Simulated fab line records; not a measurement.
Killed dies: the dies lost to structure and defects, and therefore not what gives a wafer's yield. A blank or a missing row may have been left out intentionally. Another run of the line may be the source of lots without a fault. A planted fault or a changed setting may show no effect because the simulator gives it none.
Problem report in the 8D (eight disciplines) form, filled by code | flow gf180mcu | the parts of the form that need people (team, actions taken, sign-off) are left out

## 1. WHAT IS WRONG
SAB_CVD_00_THK at GF_SAB_THK_MEAS_01 reads a mean of 54.8 nm on 1 wafer of 1 lot; wafers without a fault read 49.7 nm with a standard deviation of 0.65. That is +7.8 standard deviations from the usual mean.
Earliest sighting: wafer L509.4 on film metro-03 at day 16 08:31. At this step, 36 wafers from 12 lots have a number in the record. The rule behind "out" and "out of limits": a value lying over 4 standard deviations away from the usual mean. All remaining wafers that have a number are taken as sound.

## 2. WHAT THIS IS AND IS NOT
question                    | is                | is not
which readings at this step | SAB_CVD_00_THK    | -
which lots                  | L509              | L503, L515, L517, L518, L519, L520, L521, L522, L523, L524, L526
which wafers of those lots  | L509.4            | L509.3, L509.6
read on which gauges        | film metro-03     | film metro-01, film metro-02
when                        | from day 16 08:31 | up to then (5 sound wafers); but 30 sound wafers of L515, L517, L518, L519, L520, L521, L522, L523, L524, L526 came after

## 3. SUSPECTS, AND WHAT RULES EACH OUT
Counting: if a tool at a process step up to the reading ran every lot that is out, it stays a suspect. Sound lots after the first of them don't rule it out here, since some wafers of a struck lot are sound.
- the gauge at GF_SAB_THK_MEAS_01: kept. All the wafers that are out were read on film metro-03, and no step on other tools shows them out.
- rtp anneal-01 at GF_PSD_RTA_13 (time 20 s): kept. It ran the lot that is out, L509 (day 16 08:11).
- pecvd-04 at GF_SAB_CVD_00 (deposits SiO2 from TEOS, target thk 50 nm, time 4.9302 s): kept. L509, the lot that is out, went through it at day 16 08:28; up to then, the latest sound lot through it was L503 at day 14 01:02.
- At GF_SAB_CVD_00 on pecvd-04, chamber 1 took the sound wafers of the same lots and chamber 0 took the wafers that are out.
Still standing after the count: rtp anneal-01 at GF_PSD_RTA_13, pecvd-04 at GF_SAB_CVD_00, film metro-03 at GF_SAB_THK_MEAS_01.

## 4. THE CAUSE (what the simulator had put in)
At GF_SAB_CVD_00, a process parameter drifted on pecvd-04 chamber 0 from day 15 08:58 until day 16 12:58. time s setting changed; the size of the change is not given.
Of the 3 suspects that counting leaves, this tool is one.

## 5. THE EFFECT CHAIN, in route order
Each row: a reading whose mean over the struck wafers that have a number lies more than 3 standard deviations from the usual. Readings are gone through only where the record gives a usual standard deviation; hours: the median, over the lots, of the time from a lot's start at the first step in this table giving one to that lot's start at this step; sigmas: the change measured in usual standard deviations.
hours | step               | reading        | usual   | on struck wafers | change | sigmas
0     | GF_SAB_THK_MEAS_01 | SAB_CVD_00_THK | 49.7 nm | 54.8             | +5.1   | +7.8

## 6. WHAT WOULD HAVE CAUGHT IT SOONER
24 hours passed between the start of the fault at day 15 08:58 and the first reading out of limits at a measuring or inspecting step in this record, taken at day 16 08:31.
Of the tool readings at GF_SAB_CVD_00 for which the record gives a usual standard deviation, none was out on any struck wafer, so an alarm limit of 4 standard deviations on them would not have fired.
By day 16 08:31 the whole set of lots that are out, 1 in number, had already begun GF_SAB_CVD_00 on pecvd-04. A hold on the tool at that time would have spared none of them.
